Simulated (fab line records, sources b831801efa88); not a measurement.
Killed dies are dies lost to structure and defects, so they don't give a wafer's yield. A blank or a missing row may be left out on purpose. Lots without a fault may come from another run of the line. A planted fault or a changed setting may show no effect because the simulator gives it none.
Problem report in the 8D (eight disciplines) form, filled by code | flow gf180mcu | the parts of the form that need people (team, actions taken, sign-off) are left out

1. THE PROBLEM
run_length_s at GF_STI_SOFTBAKE_08 reads a mean of 91.93 s on 4 wafers of 2 lots; wafers without a fault read 89.31 s with a standard deviation of 0.23. That is +11 standard deviations from the usual mean.
The step: time 60 s.
First seen on wafer L933.2, day 5 19:34, on litho_track-04. The record holds 42 wafers of 14 lots with a number at this step. Rule for "out", or "out of limits": more than 4 standard deviations from the usual mean. The other wafers with a number count as sound.

2. WHAT IT IS AND WHAT IT IS NOT
question                    | is                             | is not
which readings at this step | run_length_s                   | -
which lots                  | L933, L936                     | L914, L915, L916, L918, L919, L921, L923, L924, L926, L927, L929, L934
which wafers of those lots  | L933.2, L933.4, L936.3, L936.4 | L933.1, L936.5
read on which tools         | litho_track-04                 | litho_track-02, litho_track-03
when                        | from day 5 19:34               | up to then (34 sound wafers); but 4 sound wafers of L934, L936 came after

3. SUSPECTS, AND WHAT RULES EACH OUT
Counting: a tool at a process step up to the reading stays a suspect if it ran every lot that is out. Sound lots after the first of them don't rule it out here, since some wafers of a struck lot are sound.
- litho_track-04 at GF_STI_SOFTBAKE_08 (time 60 s): kept. It ran every lot that is out, first L933 (day 5 19:34); its last sound lot up to then is L926 (day 4 08:09). Its own readings are out on those wafers: run_length_s.
Left after counting: litho_track-04 at GF_STI_SOFTBAKE_08.

4. THE CAUSE (what the simulator had put in)
Process parameter drift: litho_track-04, from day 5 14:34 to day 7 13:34, at GF_STI_SOFTBAKE_08. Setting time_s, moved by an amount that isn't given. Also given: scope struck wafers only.
Counting left only this tool.

5. THE CHAIN OF EFFECTS, in route order
Each row: a reading whose mean over the struck wafers that have a number lies more than 3 standard deviations from the usual. Only readings for which the record gives a usual standard deviation are gone through. hours: the time from each lot's start at the first step in this table that gives one to its start at this step, as a median over the lots. sigmas: the change in usual standard deviations.
hours | step               | reading      | usual   | on struck wafers | change | sigmas
0     | GF_STI_SOFTBAKE_08 | run_length_s | 89.31 s | 91.93            | +2.62  | +11
The process steps in it:
- GF_STI_SOFTBAKE_08: time 60 s.
Later measuring or inspecting steps at which every struck wafer that the step has a row for has a number for every such reading, and none has moved that far: GF_LVPWELL_OVL_MEAS_07, GF_DUAL_GATE_THK_MEAS_03.

6. WHAT WOULD HAVE CAUGHT IT SOONER
In this record the first reading out of limits was taken at day 5 19:34, 5 hours after the fault began at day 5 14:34.
